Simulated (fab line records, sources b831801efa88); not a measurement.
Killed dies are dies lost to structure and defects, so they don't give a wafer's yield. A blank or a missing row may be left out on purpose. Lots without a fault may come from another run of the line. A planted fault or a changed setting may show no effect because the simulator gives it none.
Which tool did it? | flow gf180mcu | 12 lots, 36 wafers sampled, at 5 steps of a route of 602

WHAT THE GAUGES READ, wafer by wafer
GF_STI_THK_MEAS_02. Usual: STI_OXIDATION_THK 9.83 nm, standard deviation 0.17.
lot  | measured    | on            | STI_OXIDATION_THK (nm) | flag
L934 | day 1 12:28 | film_metro-04 | 9.64 9.76 9.66         |
L935 | day 1 16:31 | film_metro-03 | 9.98 9.89 9.71         |
L938 | day 2 07:53 | film_metro-01 | 9.71 9.70 9.78         |
L940 | day 2 18:02 | film_metro-01 | 9.83 9.81 9.61         |
L943 | day 3 08:52 | film_metro-01 | 9.87 9.82 9.92         |
L944 | day 3 13:31 | film_metro-01 | 10.20 10.13 10.24      |
L945 | day 3 18:34 | film_metro-04 | 9.69 9.81 9.72         |
L949 | day 4 14:31 | film_metro-03 | 9.91 9.64 9.58         |
L950 | day 4 19:32 | film_metro-03 | 9.84 9.97 9.79         |
L951 | day 5 01:31 | film_metro-03 | 9.98 9.94 10.05        |
L952 | day 5 05:31 | film_metro-03 | 9.91 9.99 9.78         |
L957 | day 6 06:31 | film_metro-04 | 9.91 10.01 10.08       |

GF_STI_CD_MEAS_12: target cd 220 nm. Usual: cd_nm 219.8 nm, standard deviation 1.3.
lot  | measured    | on        | cd_nm (nm)        | flag
L934 | day 2 02:02 | cd_sem-01 | 221.3 220.5 222.0 |
L935 | day 2 07:26 | cd_sem-02 | 221.6 221.3 222.1 |
L938 | day 2 21:30 | cd_sem-02 | 222.3 223.5 222.9 |
L940 | day 3 09:17 | cd_sem-01 | 220.8 220.8 220.8 |
L943 | day 4 00:14 | cd_sem-02 | 219.7 218.8 219.7 |
L944 | day 4 04:10 | cd_sem-02 | 219.5 219.1 218.1 |
L945 | day 4 09:46 | cd_sem-02 | 217.3 216.8 217.3 |
L949 | day 5 06:40 | cd_sem-01 | 220.1 219.7 219.4 |
L950 | day 5 12:47 | cd_sem-02 | 219.8 219.1 219.7 |
L951 | day 5 17:50 | cd_sem-02 | 218.2 219.0 218.7 |
L952 | day 5 21:58 | cd_sem-02 | 220.7 220.4 221.6 |
L957 | day 7 00:08 | cd_sem-02 | 219.3 218.8 219.2 |

GF_VT_IMPLANT_RS_MEAS_46: measures by four-point-probe. Usual: MVSD_RS 456.7 ohm/sq, standard deviation 1.3.
lot  | measured     | on            | MVSD_RS (ohm/sq)  | flag
L934 | day 7 11:33  | film_metro-02 | 458.6 457.5 457.8 |
L935 | day 7 20:07  | film_metro-03 | 456.9 457.0 457.5 |
L938 | day 8 18:14  | film_metro-02 | 456.6 455.5 457.1 |
L940 | day 9 08:43  | film_metro-03 | 456.8 456.6 458.2 |
L943 | day 10 04:33 | film_metro-03 | 457.5 456.3 456.1 |
L944 | day 10 10:28 | film_metro-02 | 456.0 456.5 457.8 |
L945 | day 10 16:52 | film_metro-02 | 455.9 455.7 455.6 |
L949 | day 11 17:43 | film_metro-03 | 457.6 455.7 457.7 |
L950 | day 12 02:44 | film_metro-04 | 418.5 418.6 417.6 | OFF
L951 | day 12 08:04 | film_metro-02 | 457.8 457.3 458.3 |
L952 | day 12 13:02 | film_metro-04 | 421.1 419.8 419.4 | OFF
L957 | day 14 00:37 | film_metro-04 | 455.0 454.8 455.6 |

WHICH TOOL RAN EACH LOT (tool, then ch and the chambers of the sampled wafers, then the start)
lot  | GF_MVSD_IMPLANT_08              | GF_VT_IMPLANT_STRIP_09
L934 | implanter-02 ch 0, day 4 08:34  | plasma_asher-01 ch 0,1, day 5 13:31
L935 | implanter-02 ch 0, day 4 15:01  | plasma_asher-01 ch 0,1, day 5 20:10
L938 | implanter-03 ch 0, day 5 08:40  | plasma_asher-02 ch 0, day 6 15:56
L940 | implanter-03 ch 0, day 5 22:40  | plasma_asher-02 ch 0,1, day 7 07:11
L943 | implanter-04 ch 0, day 6 16:08  | plasma_asher-04 ch 0,1, day 8 01:08
L944 | implanter-02 ch 0, day 6 22:50  | plasma_asher-02 ch 0,1, day 8 06:46
L945 | implanter-03 ch 0, day 7 03:55  | plasma_asher-04 ch 0,1, day 8 12:38
L949 | implanter-04 ch 0, day 8 01:56  | plasma_asher-02 ch 0,1, day 9 12:16
L950 | implanter-03 ch 0, day 8 09:08  | plasma_asher-04 ch 0,1, day 9 19:48
L951 | implanter-04 ch 0, day 8 13:58  | plasma_asher-02 ch 0,1, day 10 00:19
L952 | implanter-03 ch 0, day 8 18:34  | plasma_asher-02 ch 0,1, day 10 05:14
L957 | implanter-02 ch 0, day 10 00:35 | plasma_asher-01 ch 0,1, day 11 13:23
- GF_MVSD_IMPLANT_08
- GF_VT_IMPLANT_STRIP_09: strips in O2/N2.

WHAT THE TOOLS THEMSELVES READ (means of the sampled wafers that have a number; where no wafer has one, the mark that the record gives instead)
GF_MVSD_IMPLANT_08. Usual: beam_on_s 9.98 s, standard deviation 0.19; dose_ions_cm2 1.5997e+13, standard deviation 1.6e+10; end_station_pressure_torr 5.04e-06 Torr, standard deviation 2.5e-07; faraday_current_uA 90.4, standard deviation 1.7.
lot  | tool         | beam_on_s (s) | dose_ions_cm2 | end_station_pressure_torr (Torr) | faraday_current_uA | flag
L934 | implanter-02 | 10.04         | 1.6009e+13    | 5.01e-06                         | 90.0               |
L935 | implanter-02 | 10.11         | 1.5992e+13    | 5.19e-06                         | 89.3               |
L938 | implanter-03 | 9.89          | 1.6009e+13    | 5.21e-06                         | 91.0               |
L940 | implanter-03 | 9.90          | 1.5989e+13    | 4.90e-06                         | 91.0               |
L943 | implanter-04 | 9.98          | 1.6019e+13    | 5.39e-06                         | 90.5               |
L944 | implanter-02 | 10.02         | 1.6011e+13    | 4.98e-06                         | 90.0               |
L945 | implanter-03 | 9.98          | 1.5989e+13    | 5.05e-06                         | 90.8               |
L949 | implanter-04 | 9.95          | 1.5992e+13    | 5.03e-06                         | 90.8               |
L950 | implanter-03 | 11.43         | 1.5994e+13    | 8.95e-05                         | 78.5               | OFF
L951 | implanter-04 | 10.04         | 1.5995e+13    | 5.04e-06                         | 89.8               |
L952 | implanter-03 | 11.70         | 1.5985e+13    | 8.37e-05                         | 76.8               | OFF
L957 | implanter-02 | 9.95          | 1.5988e+13    | 4.89e-06                         | 90.5               |

GF_VT_IMPLANT_STRIP_09. Usual: drypump_motor_current_A 5.8 A, standard deviation 0.55; heater_power_w 345 W, standard deviation 22; n2_flow_sccm 300.0 sccm, standard deviation 0.91; oes_product_au 0.716 a.u., standard deviation 0.0046; strip_time_to_endpoint_s 12.63 s, standard deviation 0.033.
lot  | tool            | drypump_motor_current_A (A) | heater_power_w (W) | n2_flow_sccm (sccm) | oes_product_au (a.u.) | strip_time_to_endpoint_s (s) | flag
L934 | plasma_asher-01 | 6.4                         | 341                | 299.6               | 0.721                 | 12.62                        |
L935 | plasma_asher-01 | 6.0                         | 363                | 300.4               | 0.713                 | 12.66                        |
L938 | plasma_asher-02 | 6.3                         | 373                | 300.2               | 0.713                 | 12.63                        |
L940 | plasma_asher-02 | 6.1                         | 337                | 300.2               | 0.719                 | 12.64                        |
L943 | plasma_asher-04 | 5.2                         | 342                | 299.8               | 0.718                 | 12.63                        |
L944 | plasma_asher-02 | 6.2                         | 355                | 299.9               | 0.712                 | 12.61                        |
L945 | plasma_asher-04 | 5.2                         | 335                | 300.4               | 0.713                 | 12.62                        |
L949 | plasma_asher-02 | 6.2                         | 358                | 300.1               | 0.717                 | 12.64                        |
L950 | plasma_asher-04 | 5.3                         | 341                | 298.5               | 0.718                 | 12.67                        |
L951 | plasma_asher-02 | 6.2                         | 353                | 300.4               | 0.718                 | 12.69                        |
L952 | plasma_asher-02 | 6.2                         | 352                | 300.8               | 0.712                 | 12.68                        |
L957 | plasma_asher-01 | 6.0                         | 361                | 300.7               | 0.714                 | 12.66                        |

THE ANSWER, worked out from the rows above alone
Rule: a lot is off if the mean of its wafers that have a number lies more than 3 standard deviations from the usual mean. A lot without any number at a reading at which 4 lots or more have one is off too. The other lots that the step has rows for count as sound. The gauges are gone through in route order, then the tools' own readings, and for those a lot's mean is taken as printed above. The first step at which some lot is off is used, and at that step the reading that is off furthest; a lot without a number counts as furthest.
Off: L950, L952, at GF_VT_IMPLANT_RS_MEAS_46 (MVSD_RS).
A tool fits if, at a process step before that reading, it ran every lot that is off, and no sound lot after the first of them. The gauges at GF_VT_IMPLANT_RS_MEAS_46 aren't tried: what is off there is off at GF_MVSD_IMPLANT_08 too, on other tools, and a gauge's error can't cause that. One fits: implanter-03 at GF_MVSD_IMPLANT_08. Its last sound lot is L945 (day 7 03:55), its first lot that is off L950 (day 8 09:08): a fault that began between those two fits.
The tool's own readings at GF_MVSD_IMPLANT_08 bear it out: on the lots that are off they differ by more than 5 times the standard deviation of the sound lots' means. beam_on_s reads 11.56 s there against 9.99 s on the sound lots; end_station_pressure_torr reads 8.66e-05 Torr there against 5.07e-06 Torr on the sound lots; faraday_current_uA reads 77.7 there against 90.4 on the sound lots.

WHAT THE SIMULATOR HAD PUT IN
Process parameter drift: implanter-03, from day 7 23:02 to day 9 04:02, at GF_MVSD_IMPLANT_08. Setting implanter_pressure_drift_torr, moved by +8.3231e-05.
Process parameter drift: implanter-03, from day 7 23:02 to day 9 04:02, at GF_MVSD_IMPLANT_08. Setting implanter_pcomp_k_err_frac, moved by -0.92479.
Lots struck among those shown: L950, L952. The rule above found the same.
